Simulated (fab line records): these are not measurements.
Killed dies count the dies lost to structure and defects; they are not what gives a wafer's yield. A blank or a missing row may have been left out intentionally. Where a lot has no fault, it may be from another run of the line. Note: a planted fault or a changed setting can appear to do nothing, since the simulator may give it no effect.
Which of the tools did it? :: flow gf180mcu :: 39 wafers from 13 lots sampled at 5 of the route's 602 steps

== WHAT THE GAUGES SHOWED, per wafer ==
GF_DNWELL_TW_MEAS_09.
lot: L644
measured: day 2 18:55
on: film metro-01
DNWELL_TW: 1368 1363 1368

lot: L645
measured: day 2 23:01
on: film metro-01
DNWELL_TW: 1364 1364 1365

lot: L648
measured: day 3 15:19
on: film metro-02
DNWELL_TW: 1355 1359 1357

lot: L649
measured: day 3 20:29
on: film metro-02
DNWELL_TW: 1357 1362 1356

lot: L651
measured: day 4 09:27
on: film metro-01
DNWELL_TW: 1347 1354 1355

lot: L652
measured: day 4 11:52
on: film metro-01
DNWELL_TW: 1364 1357 1365

lot: L653
measured: day 4 17:14
on: film metro-01
DNWELL_TW: 1359 1360 1356

lot: L655
measured: day 5 12:44
on: film metro-02
DNWELL_TW: 1354 1354 1356

lot: L659
measured: day 6 07:04
on: film metro-02
DNWELL_TW: 1343 1344 1335

lot: L660
measured: day 6 11:50
on: film metro-02
DNWELL_TW: 1337 1337 1341

lot: L663
measured: day 7 00:23
on: film metro-01
DNWELL_TW: 1367 1367 1356

lot: L665
measured: day 7 10:18
on: film metro-03
DNWELL_TW: 1364 1364 1365

lot: L667
measured: day 7 20:58
on: film metro-02
DNWELL_TW: 1352 1348 1356

GF_NWELL_OVL_MEAS_07.
lot: L644
measured: day 3 06:32
on: overlay-01
NWELL_OVL (nm): -2.4 -1.7 -1.4

lot: L645
measured: day 3 11:27
on: overlay-01
NWELL_OVL (nm): -1.5 -1.9 -0.8

lot: L648
measured: day 4 04:27
on: overlay-02
NWELL_OVL (nm): -1.5 -2.1 -2.4

lot: L649
measured: day 4 09:54
on: overlay-02
NWELL_OVL (nm): -1.0 -1.4 -1.2

lot: L651
measured: day 4 22:42
on: overlay-01
NWELL_OVL (nm): -0.6 -0.1 -0.1

lot: L652
measured: day 5 00:37
on: overlay-01
NWELL_OVL (nm): 0.6 -0.4 0.8

lot: L653
measured: day 5 06:16
on: overlay-01
NWELL_OVL (nm): -1.8 -3.4 -1.4

lot: L655
measured: day 6 03:16
on: overlay-02
NWELL_OVL (nm): -0.3 0.1 0.0

lot: L659
measured: day 6 22:16
on: overlay-02
NWELL_OVL (nm): 1.2 -0.2 -0.1

lot: L660
measured: day 7 03:35
on: overlay-02
NWELL_OVL (nm): 1.0 -0.3 -0.8

lot: L663
measured: day 7 15:49
on: overlay-02
NWELL_OVL (nm): -2.6 -1.5 -1.2

lot: L665
measured: day 8 01:49
on: overlay-01
NWELL_OVL (nm): 0.7 1.2 -0.3

lot: L667
measured: day 8 12:54
on: overlay-02
NWELL_OVL (nm): 0.1 -0.6 -0.8

GF_VT_IMPLANT_OVL_MEAS_40.
lot: L644
measured: day 7 12:56
on: overlay-02
VT_IMPLANT_03_OVL (nm): 3.3 2.2 2.1

lot: L645
measured: day 7 15:18
on: overlay-02
VT_IMPLANT_03_OVL (nm): 2.3 2.2 1.6

lot: L648
measured: day 8 14:25
on: overlay-01
VT_IMPLANT_03_OVL (nm): -0.6 0.8 -1.7

lot: L649
measured: day 8 21:30
on: overlay-02
VT_IMPLANT_03_OVL (nm): 0.8 0.1 -1.7

lot: L651
measured: day 9 16:00
on: overlay-01
VT_IMPLANT_03_OVL (nm): 2.1 1.2 1.6

lot: L652
measured: day 9 16:50
on: overlay-02
VT_IMPLANT_03_OVL (nm): 1.9 1.8 0.5

lot: L653
measured: day 10 00:01
on: overlay-01
VT_IMPLANT_03_OVL (nm): -0.4 -1.0 0.8

lot: L655
measured: day 10 23:11
on: overlay-01
VT_IMPLANT_03_OVL (nm): - - -

lot: L659
measured: day 11 23:35
on: overlay-02
VT_IMPLANT_03_OVL (nm): -0.7 -0.7 0.3

lot: L660
measured: day 12 04:47
on: overlay-01
VT_IMPLANT_03_OVL (nm): 3.5 1.4 0.8

lot: L663
measured: day 12 20:15
on: overlay-02
VT_IMPLANT_03_OVL (nm): 0.4 0.3 0.0

lot: L665
measured: day 13 07:19
on: overlay-02
VT_IMPLANT_03_OVL (nm): 1.1 -1.5 0.5

lot: L667
measured: day 13 23:24
on: overlay-02
VT_IMPLANT_03_OVL (nm): 0.5 1.4 1.5

GF_VT_IMPLANT_TW_MEAS_43.
lot: L644
measured: day 7 13:14
on: film metro-02
VT_IMPLANT_4_TW: 694 692 691

lot: L645
measured: day 7 15:35
on: film metro-01
VT_IMPLANT_4_TW: 693 697 689

lot: L648
measured: day 8 14:42
on: film metro-01
VT_IMPLANT_4_TW: 696 689 697

lot: L649
measured: day 8 21:48
on: film metro-01
VT_IMPLANT_4_TW: 697 693 696

lot: L651
measured: day 9 16:17
on: film metro-02
VT_IMPLANT_4_TW: 686 684 683

lot: L652
measured: day 9 17:07
on: film metro-02
VT_IMPLANT_4_TW: 686 682 685

lot: L653
measured: day 10 00:19
on: film metro-01
VT_IMPLANT_4_TW: 697 696 696

lot: L655
measured: day 10 23:29
on: film metro-02
VT_IMPLANT_4_TW: 30 30 30

lot: L659
measured: day 11 23:53
on: film metro-04
VT_IMPLANT_4_TW: 681 677 678

lot: L660
measured: day 12 05:05
on: film metro-02
VT_IMPLANT_4_TW: 684 689 687

lot: L663
measured: day 12 20:36
on: film metro-02
VT_IMPLANT_4_TW: 683 687 683

lot: L665
measured: day 13 07:36
on: film metro-01
VT_IMPLANT_4_TW: 683 685 680

lot: L667
measured: day 13 23:42
on: film metro-01
VT_IMPLANT_4_TW: 683 682 684

== TOOL THAT RAN EACH LOT (tool first, then ch and the chambers of the sampled wafers, then the start) ==
lot: L644
GF_VT_IMPLANT_EXPOSE_37: iline stepper-02 ch 0, day 7 04:11

lot: L645
GF_VT_IMPLANT_EXPOSE_37: iline stepper-02 ch 0, day 7 07:46

lot: L648
GF_VT_IMPLANT_EXPOSE_37: iline stepper-02 ch 0, day 8 06:40

lot: L649
GF_VT_IMPLANT_EXPOSE_37: iline stepper-01 ch 0, day 8 12:42

lot: L651
GF_VT_IMPLANT_EXPOSE_37: iline stepper-02 ch 0, day 9 07:26

lot: L652
GF_VT_IMPLANT_EXPOSE_37: iline stepper-02 ch 0, day 9 07:58

lot: L653
GF_VT_IMPLANT_EXPOSE_37: iline stepper-01 ch 0, day 9 15:34

lot: L655
GF_VT_IMPLANT_EXPOSE_37: iline stepper-01 ch 0, day 10 15:20

lot: L659
GF_VT_IMPLANT_EXPOSE_37: iline stepper-02 ch 0, day 11 14:08

lot: L660
GF_VT_IMPLANT_EXPOSE_37: iline stepper-01 ch 0, day 11 19:28

lot: L663
GF_VT_IMPLANT_EXPOSE_37: iline stepper-01 ch 0, day 12 10:57

lot: L665
GF_VT_IMPLANT_EXPOSE_37: iline stepper-01 ch 0, day 12 21:20

lot: L667
GF_VT_IMPLANT_EXPOSE_37: iline stepper-01 ch 0, day 13 12:42
- GF_VT_IMPLANT_EXPOSE_37: exposes mask Nwell HV AREA, target cd 860 nm.

== WHAT THE TOOLS THEMSELVES READ (means of the sampled wafers that have a number; where no wafer has one, the mark that the record gives instead) ==
The record holds no such reading with a usual standard deviation.

== THE ANSWER, worked out from the rows above alone ==
Rule: the lots themselves supply what counts as usual. Put in order of their means at a reading, lots are off if they are a third of the lots or fewer, leave a main group of 4 or more, and stand apart from it by a gap of 3 or more times the standard deviation of the main group's means; of several such gaps the widest counts. A main group whose means are all the same, to the digits that the tables above print for the reading, isn't used. A lot without any number at a reading at which 4 lots or more have one is off too. Any other lot the step has rows for is counted as sound. After the gauges, taken in route order, come the tools' own readings; for these a lot's mean is taken, as printed above. At the first step where some lot is off, the reading lying furthest off is the one used; lots without a number count as furthest.
Off: at GF_VT_IMPLANT_OVL_MEAS_40 (VT_IMPLANT_03_OVL), L655. Without a number there: L655. The main group has a mean of 0.8 nm with a standard deviation of 1.
If a tool, at a process step before that reading, ran all the lots that are off and no sound lot after the first of them, it fits. Not tried: the gauges at GF_VT_IMPLANT_OVL_MEAS_40; whatever is off there is also off at GF_VT_IMPLANT_TW_MEAS_43, on other tools, and gauge error can't account for it. No candidate that was tried fits.

== WHAT THE SIMULATOR HAD INSERTED ==
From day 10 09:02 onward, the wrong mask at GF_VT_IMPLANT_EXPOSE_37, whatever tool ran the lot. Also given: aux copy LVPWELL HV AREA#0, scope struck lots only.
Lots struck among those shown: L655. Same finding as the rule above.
